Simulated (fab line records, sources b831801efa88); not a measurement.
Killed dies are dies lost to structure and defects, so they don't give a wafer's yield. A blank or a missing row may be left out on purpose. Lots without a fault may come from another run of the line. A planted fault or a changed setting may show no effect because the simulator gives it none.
Tool commonality check | flow gf180mcu | 11 lots, 36 wafers sampled

WHY IT WAS OPENED
At GF_PSD_TW_MEAS_11 the reading PSD_TW is flagged on 1 of 11 lots. Wafers without a fault read 3181, standard deviation 26.
Rule: a lot is flagged when every wafer of it that has a number lies more than 4 standard deviations from that mean, or none has a number. The other lots count as sound.

lot  | measured     | on            | PSD_TW, wafer by wafer  | flag
L263 | day 15 03:58 | film_metro-01 | 3190 3197 3213          |
L264 | day 15 08:11 | film_metro-01 | 303 293 303 303 295 303 | FLAGGED
L271 | day 18 00:01 | film_metro-04 | 3149 3141 3149          |
L273 | day 18 14:47 | film_metro-04 | 3150 3137 3151          |
L274 | day 18 21:23 | film_metro-04 | 3150 3152 3132          |
L277 | day 19 21:43 | film_metro-02 | 3203 3229 3206          |
L278 | day 20 06:17 | film_metro-02 | 3201 3204 3204          |
L280 | day 20 23:58 | film_metro-01 | 3203 3186 3208          |
L281 | day 21 08:10 | film_metro-01 | 3173 3188 3202          |
L282 | day 21 15:01 | film_metro-02 | 3191 3204 3192          |
L284 | day 22 07:26 | film_metro-04 | 3149 3143 3159          |
The numbers of the flagged lots are 300 on average: -2881 against the usual, or -99 or more standard deviations.

WHICH TOOL RAN EACH LOT
The record holds 3 process steps before the reading, out of a route of 602 steps. In each cell: the tool, then ch and the chambers that the sampled wafers went through, then the start.
lot  | flag    | GF_HV_LDD_RTA_52                 | GF_NSD_STRIP_11                      | GF_PSD_STRIP_10
L263 |         | rtp_anneal-01 ch 0, day 13 05:40 | plasma_asher-04 ch 0,1, day 14 06:22 | plasma_asher-03 ch 0,1, day 15 03:52
L264 | FLAGGED | rtp_anneal-01 ch 0, day 13 11:03 | plasma_asher-04 ch 0,1, day 14 10:49 | plasma_asher-03 ch 0,1, day 15 08:05
L271 |         | rtp_anneal-02 ch 0, day 15 23:48 | plasma_asher-02 ch 0,1, day 17 00:55 | plasma_asher-03 ch 0,1, day 17 23:55
L273 |         | rtp_anneal-01 ch 0, day 16 11:20 | plasma_asher-02 ch 0,1, day 17 14:38 | plasma_asher-02 ch 0,1, day 18 14:41
L274 |         | rtp_anneal-01 ch 0, day 16 19:41 | plasma_asher-03 ch 0,1, day 17 20:56 | plasma_asher-01 ch 0,1, day 18 21:17
L277 |         | rtp_anneal-02 ch 0, day 17 17:00 | plasma_asher-02 ch 0,1, day 18 20:34 | plasma_asher-03 ch 0,1, day 19 21:37
L278 |         | rtp_anneal-02 ch 0, day 18 01:48 | plasma_asher-04 ch 0, day 19 05:11   | plasma_asher-01 ch 0,1, day 20 06:11
L280 |         | rtp_anneal-02 ch 0, day 18 19:02 | plasma_asher-02 ch 0,1, day 19 23:38 | plasma_asher-02 ch 0,1, day 20 23:52
L281 |         | rtp_anneal-02 ch 0, day 19 03:57 | plasma_asher-03 ch 0,1, day 20 07:50 | plasma_asher-03 ch 0, day 21 08:04
L282 |         | rtp_anneal-01 ch 0, day 19 11:23 | plasma_asher-02 ch 0,1, day 20 14:59 | plasma_asher-01 ch 0,1, day 21 14:55
L284 |         | rtp_anneal-01 ch 0, day 20 03:37 | plasma_asher-03 ch 0,1, day 21 06:56 | plasma_asher-01 ch 0,1, day 22 07:22
What these steps do:
- GF_HV_LDD_RTA_52: time 10 s.
- GF_NSD_STRIP_11: strips in O2/N2.
- GF_PSD_STRIP_10: strips in O2/N2.
- GF_PSD_TW_MEAS_11

FLAGGED OVER TOTAL, TOOL BY TOOL (the gauges that took the reading come last)
step              | tool            | lots run | flagged | share of the flagged lots | sound lots run after its first flagged lot
GF_HV_LDD_RTA_52  | rtp_anneal-01   | 6        | 1       | all                       | 4 (L273,L274,L282,L284)
GF_HV_LDD_RTA_52  | rtp_anneal-02   | 5        | 0       | none                      | -
GF_NSD_STRIP_11   | plasma_asher-02 | 5        | 0       | none                      | -
GF_NSD_STRIP_11   | plasma_asher-03 | 3        | 0       | none                      | -
GF_NSD_STRIP_11   | plasma_asher-04 | 3        | 1       | all                       | 1 (L278)
GF_PSD_STRIP_10   | plasma_asher-01 | 4        | 0       | none                      | -
GF_PSD_STRIP_10   | plasma_asher-02 | 2        | 0       | none                      | -
GF_PSD_STRIP_10   | plasma_asher-03 | 5        | 1       | all                       | 3 (L271,L277,L281)
GF_PSD_TW_MEAS_11 | film_metro-01   | 4        | 1       | all                       | 2 (L280,L281)
GF_PSD_TW_MEAS_11 | film_metro-02   | 3        | 0       | none                      | -
GF_PSD_TW_MEAS_11 | film_metro-04   | 4        | 0       | none                      | -

WHAT THE TABLE ALLOWS
4 rows of the table ran every flagged lot: rtp_anneal-01 at GF_HV_LDD_RTA_52, plasma_asher-04 at GF_NSD_STRIP_11, plasma_asher-03 at GF_PSD_STRIP_10, film_metro-01 at GF_PSD_TW_MEAS_11.
- rtp_anneal-01 at GF_HV_LDD_RTA_52: 1 of its 6 lots flagged. Sound lots ran on it after the first flagged one (L273, L274, L282, L284), which a lasting fault on the whole tool wouldn't allow.
- plasma_asher-04 at GF_NSD_STRIP_11: 1 of its 3 lots flagged. Sound lots ran on it after the first flagged one (L278), which a lasting fault on the whole tool wouldn't allow. Its own readings lie more than 4 standard deviations out on every wafer of the flagged lots: oes_product_au.
- plasma_asher-03 at GF_PSD_STRIP_10: 1 of its 5 lots flagged. Sound lots ran on it after the first flagged one (L271, L277, L281), which a lasting fault on the whole tool wouldn't allow. Its own readings lie more than 4 standard deviations out on every wafer of the flagged lots: strip_time_to_endpoint_s.
- film_metro-01 at GF_PSD_TW_MEAS_11: 1 of its 4 lots flagged. Sound lots ran on it after the first flagged one (L280, L281), which a lasting fault on the whole tool wouldn't allow.
No row of the table ran every flagged lot and no sound lot after the first.

WHAT THE SIMULATOR HAD PUT IN
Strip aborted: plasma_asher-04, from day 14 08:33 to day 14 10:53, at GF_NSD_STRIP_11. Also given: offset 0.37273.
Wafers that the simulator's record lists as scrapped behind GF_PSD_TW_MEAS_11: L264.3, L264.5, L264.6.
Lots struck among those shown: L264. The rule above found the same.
